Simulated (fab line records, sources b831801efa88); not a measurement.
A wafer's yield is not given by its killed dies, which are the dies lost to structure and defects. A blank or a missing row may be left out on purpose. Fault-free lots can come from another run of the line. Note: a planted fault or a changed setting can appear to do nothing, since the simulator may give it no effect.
Commonality check across tools :: flow sky130 :: Sampled: 14 lots, 42 wafers

WHAT PROMPTED THE OPENING
2 of 14 lots carry a flag on the reading VT_ADJUST_LVTN_2_TW at SKY_VT_ADJUST_LVTN_TW_MEAS_21. Wafers without a fault read 190.0, standard deviation 1.6.
Rule: a lot is flagged when every wafer of it that has a number lies more than 4 standard deviations from that mean, or none has a number. As for the other lots, they are considered sound.

lot: L332
measured: day 7 17:32
on: film-metro-02
VT_ADJUST_LVTN_2_TW, wafer by wafer: 191.6 191.5 193.7
flag: 

lot: L333
measured: day 8 07:12
on: film-metro-03
VT_ADJUST_LVTN_2_TW, wafer by wafer: 188.5 188.3 187.9
flag: 

lot: L334
measured: day 8 08:11
on: film-metro-02
VT_ADJUST_LVTN_2_TW, wafer by wafer: 191.3 190.6 189.9
flag: 

lot: L335
measured: day 8 16:04
on: film-metro-01
VT_ADJUST_LVTN_2_TW, wafer by wafer: 190.7 191.9 191.2
flag: 

lot: L336
measured: day 8 20:28
on: film-metro-02
VT_ADJUST_LVTN_2_TW, wafer by wafer: 190.8 190.5 192.4
flag: 

lot: L339
measured: day 9 14:50
on: film-metro-03
VT_ADJUST_LVTN_2_TW, wafer by wafer: 187.6 187.6 188.1
flag: 

lot: L345
measured: day 11 17:34
on: film-metro-01
VT_ADJUST_LVTN_2_TW, wafer by wafer: 176.9 176.5 176.5
flag: FLAGGED

lot: L346
measured: day 11 23:53
on: film-metro-02
VT_ADJUST_LVTN_2_TW, wafer by wafer: 176.7 175.6 176.4
flag: FLAGGED

lot: L347
measured: day 12 04:31
on: film-metro-01
VT_ADJUST_LVTN_2_TW, wafer by wafer: 189.9 190.8 190.3
flag: 

lot: L350
measured: day 12 20:19
on: film-metro-03
VT_ADJUST_LVTN_2_TW, wafer by wafer: 190.9 190.6 191.1
flag: 

lot: L351
measured: day 13 07:22
on: film-metro-02
VT_ADJUST_LVTN_2_TW, wafer by wafer: 189.7 189.7 190.0
flag: 

lot: L352
measured: day 13 13:59
on: film-metro-01
VT_ADJUST_LVTN_2_TW, wafer by wafer: 190.2 191.2 191.0
flag: 

lot: L353
measured: day 13 19:59
on: film-metro-01
VT_ADJUST_LVTN_2_TW, wafer by wafer: 190.5 190.8 190.7
flag: 

lot: L355
measured: day 14 06:59
on: film-metro-03
VT_ADJUST_LVTN_2_TW, wafer by wafer: 187.4 186.9 188.2
flag: 
The numbers of the flagged lots are 176.4 on average: -13.6 against the usual, or -8 standard deviations.

WHICH TOOL EACH LOT WENT THROUGH
The record holds 1 process step before the reading, out of a route of 708 steps. In each cell: the tool, then ch and the chambers that the sampled wafers went through, then the start.
lot: L332
flag: 
SKY_VT_ADJUST_LVTN_IMPLANT_19: implanter-04 ch 0, day 7 17:15

lot: L333
flag: 
SKY_VT_ADJUST_LVTN_IMPLANT_19: implanter-02 ch 0, day 8 06:59

lot: L334
flag: 
SKY_VT_ADJUST_LVTN_IMPLANT_19: implanter-04 ch 0, day 8 07:57

lot: L335
flag: 
SKY_VT_ADJUST_LVTN_IMPLANT_19: implanter-04 ch 0, day 8 15:50

lot: L336
flag: 
SKY_VT_ADJUST_LVTN_IMPLANT_19: implanter-04 ch 0, day 8 20:14

lot: L339
flag: 
SKY_VT_ADJUST_LVTN_IMPLANT_19: implanter-04 ch 0, day 9 14:35

lot: L345
flag: FLAGGED
SKY_VT_ADJUST_LVTN_IMPLANT_19: implanter-04 ch 0, day 11 17:19

lot: L346
flag: FLAGGED
SKY_VT_ADJUST_LVTN_IMPLANT_19: implanter-04 ch 0, day 11 23:38

lot: L347
flag: 
SKY_VT_ADJUST_LVTN_IMPLANT_19: implanter-01 ch 0, day 12 04:17

lot: L350
flag: 
SKY_VT_ADJUST_LVTN_IMPLANT_19: implanter-02 ch 0, day 12 20:04

lot: L351
flag: 
SKY_VT_ADJUST_LVTN_IMPLANT_19: implanter-02 ch 0, day 13 07:08

lot: L352
flag: 
SKY_VT_ADJUST_LVTN_IMPLANT_19: implanter-01 ch 0, day 13 13:44

lot: L353
flag: 
SKY_VT_ADJUST_LVTN_IMPLANT_19: implanter-02 ch 0, day 13 19:44

lot: L355
flag: 
SKY_VT_ADJUST_LVTN_IMPLANT_19: implanter-01 ch 0, day 14 06:46
What these steps do:
- SKY_VT_ADJUST_LVTN_IMPLANT_19
- SKY_VT_ADJUST_LVTN_TW_MEAS_21

FLAGGED AGAINST TOTAL, ONE TOOL AT A TIME (gauges that did the reading follow at the end)
step: SKY_VT_ADJUST_LVTN_IMPLANT_19
tool: implanter-01
lots run: 3
flagged: 0
share of the flagged lots: none
sound lots run after its first flagged lot: -

step: SKY_VT_ADJUST_LVTN_IMPLANT_19
tool: implanter-02
lots run: 4
flagged: 0
share of the flagged lots: none
sound lots run after its first flagged lot: -

step: SKY_VT_ADJUST_LVTN_IMPLANT_19
tool: implanter-04
lots run: 7
flagged: 2
share of the flagged lots: all
sound lots run after its first flagged lot: 0

step: SKY_VT_ADJUST_LVTN_TW_MEAS_21
tool: film-metro-01
lots run: 5
flagged: 1
share of the flagged lots: some
sound lots run after its first flagged lot: 3 (L347,L352,L353)

step: SKY_VT_ADJUST_LVTN_TW_MEAS_21
tool: film-metro-02
lots run: 5
flagged: 1
share of the flagged lots: some
sound lots run after its first flagged lot: 1 (L351)

step: SKY_VT_ADJUST_LVTN_TW_MEAS_21
tool: film-metro-03
lots run: 4
flagged: 0
share of the flagged lots: none
sound lots run after its first flagged lot: -

WHAT THE TABLE PERMITS
All flagged lots share 1 row of the table, namely implanter-04 at SKY_VT_ADJUST_LVTN_IMPLANT_19.
- implanter-04 at SKY_VT_ADJUST_LVTN_IMPLANT_19 ran 7 lots, 2 of them flagged. It ran its last sound lot, L339, at day 9 14:35 and its first flagged lot, L345, at day 11 17:19: a fault with its onset between the two fits.
What remains is a single tool, implanter-04 at SKY_VT_ADJUST_LVTN_IMPLANT_19.

WHAT WAS PUT IN BY THE SIMULATOR
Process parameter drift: implanter-04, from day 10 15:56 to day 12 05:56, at SKY_VT_ADJUST_LVTN_IMPLANT_19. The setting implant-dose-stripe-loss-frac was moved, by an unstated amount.
Lots struck among those shown: L345, L346. The same result came from the rule above.
